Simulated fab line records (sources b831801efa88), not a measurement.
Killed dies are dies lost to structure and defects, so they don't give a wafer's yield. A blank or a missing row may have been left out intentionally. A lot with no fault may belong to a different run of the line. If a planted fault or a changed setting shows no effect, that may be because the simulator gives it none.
Chamber matching | flow gf180mcu | GF_V4_CMP_04 on cmp-02: 4 sister chambers
The step polishes SiO2. 4 wafers are shown with their chamber, then 10 later ones without.

## WAFERS, EACH WITH ITS CHAMBER
wafer  | chamber | motor-current-A (A)
L259.4 | 2       | 11.8
L260.3 | 1       | 11.6
L261.1 | 3       | 15.8
L261.3 | 0       | 11.4

## WAFERS WITHOUT THEIR CHAMBER
wafer  | motor-current-A (A)
L261.5 | 12.1
L262.1 | 12.7
L262.3 | 11.5
L262.5 | 15.7
L264.2 | 11.7
L264.4 | 12.1
L264.5 | 11.3
L267.2 | 13.1
L267.3 | 11.5
L267.4 | 11.3

## EACH ONE'S CHAMBER
wafer  | from the rows above          | in truth
L261.5 | can't be placed: 2 or 1 or 0 | 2
L262.1 | can't be placed: 2 or 1 or 0 | 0
L262.3 | can't be placed: 0 or 1 or 2 | 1
L262.5 | 3                            | 3
L264.2 | can't be placed: 1 or 2 or 0 | 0
L264.4 | can't be placed: 2 or 1 or 0 | 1
L264.5 | can't be placed: 0 or 1 or 2 | 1
L267.2 | can't be placed: 2 or 1 or 0 | 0
L267.3 | can't be placed: 0 or 1 or 2 | 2
L267.4 | can't be placed: 0 or 1 or 2 | 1
Correct placement for 1 of the 10. Unplaceable from these rows: 9, with the true chamber sitting among the candidates in 9. 0 placed wrongly.
How it was worked out, from the rows above alone: a wafer's distance from a chamber is the root of the sum, over the readings, of the square of ((its reading less the chamber's mean) divided by the reading's scatter). The wafer belongs to the nearest chamber; if the next one is less than 2 further off, it can't be placed. A chamber's mean is the mean of its shown wafers. The scatter: root of mean squared gap, hidden wafer to nearest shown wafer, with one shown wafer a chamber.
